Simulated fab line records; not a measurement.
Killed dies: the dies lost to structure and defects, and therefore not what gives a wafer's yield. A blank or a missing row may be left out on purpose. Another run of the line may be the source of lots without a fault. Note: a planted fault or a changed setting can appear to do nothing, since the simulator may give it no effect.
Comparing a struck lot with a sound one    flow sky130    16 steps out of a route of 708
Sound: wafers L239.1, L239.2, L239.6. Struck: wafers L253.2, L253.3, L253.4. At the end, the cause is stated.
Each step with rows lists, per side, the tool, then ch with its chambers, then its first start. Under that, the readings that differ: sound wafers    struck wafers    difference of the means    sigmas: that difference in standard deviations of wafers without a fault.
alike: same words and numbers on both sides, and readings whose means sit less than 2 such deviations apart. not compared: any withheld reading, any reading some wafer has no value for, any bound like >300 that may hide the same value, and any number with overlapping values for which the record gives no deviation.
The two part at a step that has a row with sigmas, a row that says differs or no value, or rows on one side only. Non-overlapping numbers with no deviation appear without sigmas and do not part them. A reading missing from all wafers of one side parts the sides only when that side holds two or more wafers.

SKY_CAP2M_THK_MEAS_01:
  sound on film metro-04, day 41 02:14; struck on film metro-01, day 45 11:52
  alike: CAP2M_CVD_00_THK
SKY_CAP2M_SPUTTER_02: material TiN, target thk 200 nm, time 166.7 s.
  sound on pvd sputter-02, day 41 02:17; struck on pvd sputter-02, day 45 11:55
  alike: susceptor temp C, throttle valve pct
SKY_CAP2M_RS_MEAS_03: uses a four-point probe to measure.
  sound on film metro-01, day 41 02:24; struck on film metro-04, day 45 12:02
  alike: CAP2M_TIN_RS
SKY_CAP2M_THK_MEAS_04: measures by xrf.
  sound on film metro-01, day 41 02:31; struck on film metro-04, day 45 12:09
  alike: CAP2M_TIN_THK
then, 7 steps without rows for these wafers: SKY_CAP2M_DEHYDRATE_05 (time 60 s); SKY_CAP2M_HMDS_06 (prime time 60 s); SKY_CAP2M_COAT_07 (resist thk 1140 nm); SKY_CAP2M_SOFTBAKE_08 (time 60 s); SKY_CAP2M_EXPOSE_09 (exposes mask CAP2M, target cd 1000 nm); SKY_CAP2M_PEB_10; SKY_CAP2M_DEVELOP_11 (develop time 60 s).
SKY_CAP2M_OVL_MEAS_12:
  sound on overlay-01, day 42 01:41; struck on overlay-01, day 46 09:20
  alike: CAP2M_OVL
SKY_CAP2M_METAL_ETCH_13: etches TiN in Cl2/BCl3, stops on SiO2, target depth 220 nm, time 62.9 s.
  sound on rie metal-04 ch 0,1, day 42 01:43; struck on rie metal-02 ch 1, day 46 09:24
reading                                     sound                 struck                difference  sigmas
drypump motor current A (A)                 5.28 5.35 5.29        5.79 5.82 5.77        +0.49       +2
oes product au (a.u.)                       0.948 0.953 0.943     0.826 0.828 0.823     -0.122      -16
throttle valve pct (%)                      21.895 21.882 21.891  21.990 21.979 21.981  +0.094      +9
model.NOVOLAK_of_CAP2M_COAT_07.thk nm (nm)  1002 998.9 1000       1037 1038 1037        +37         
model.etch.depth nm (nm)                    203.2 203.9 202.9     158.8 159 158.9       -44.4       
model.CAP2M.feature depth nm (nm)           203.2 203.9 202.9     158.8 159 158.9       -44.4       
  alike: bcl3 flow sccm
  not compared: rf hours counter h
SKY_CAP2M_STRIP_14: strips in O2/N2.
  sound on plasma asher-01 ch 0,1, day 42 01:48; struck on plasma asher-01 ch 0,1, day 46 09:32
reading                       sound              struck             difference  sigmas
strip time to endpoint s (s)  12.76 12.71 12.71  13.10 13.11 13.09  +0.37       +7
  alike: drypump motor current A, o2 flow sccm, oes product au
  not compared: rf hours counter h
then, 1 step without rows for these wafers: SKY_CAP2M_STRIP_15 (strips in post etch residue remover, time 1200 s).
-- the record jumps here: 4 days lie between the struck wafers' starts before and after (it left off in module CAP2M and takes up again in module PAD_OPEN, whose first step shown is number 708 of the route) --
SKY_PAD_OPEN_PROBE_99:
  sound on prober-02, day 46 23:27; struck on prober-02, day 50 13:23
reading                   sound           struck                                                                difference                    sigmas
hold                      - - -           await dispo/2.7h/scrap await dispo/2.7h/scrap await dispo/2.7h/scrap  no value on the sound wafers  
defect limited yield (%)  82.7 81.1 84.1  0 0 0                                                                 -83                           -43
killed at other           0 1 0           419 417 430                                                           +422                          +99 or more
killed dies               85 93 78        492 492 492                                                           +407                          +43
killed on rim             19 17 11        96 96 96                                                              +80                           +21
sort_bin_3_pad_short (%)  0.6 0.8 0.4     85.2 85.2 88.4                                                        +85.7                         +99 or more
sort n pass               407 399 414     0 0 0                                                                 -407                          -43
sort yield pct (%)        82.7 81.1 84.1  0 0 0                                                                 -83                           -43
  alike: killed_at_M0_to_M3, killed_at_M4_up, killed at contacts, killed at front end, killed open, killed short, sort_bin_5_function, sort_bin_6_memory

WHERE THEY PART
First at SKY_CAP2M_METAL_ETCH_13; last, within this record, at SKY_PAD_OPEN_PROBE_99.

WHY: what the simulator had put in
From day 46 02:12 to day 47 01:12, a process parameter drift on rie metal-02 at SKY_CAP2M_METAL_ETCH_13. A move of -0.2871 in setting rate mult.
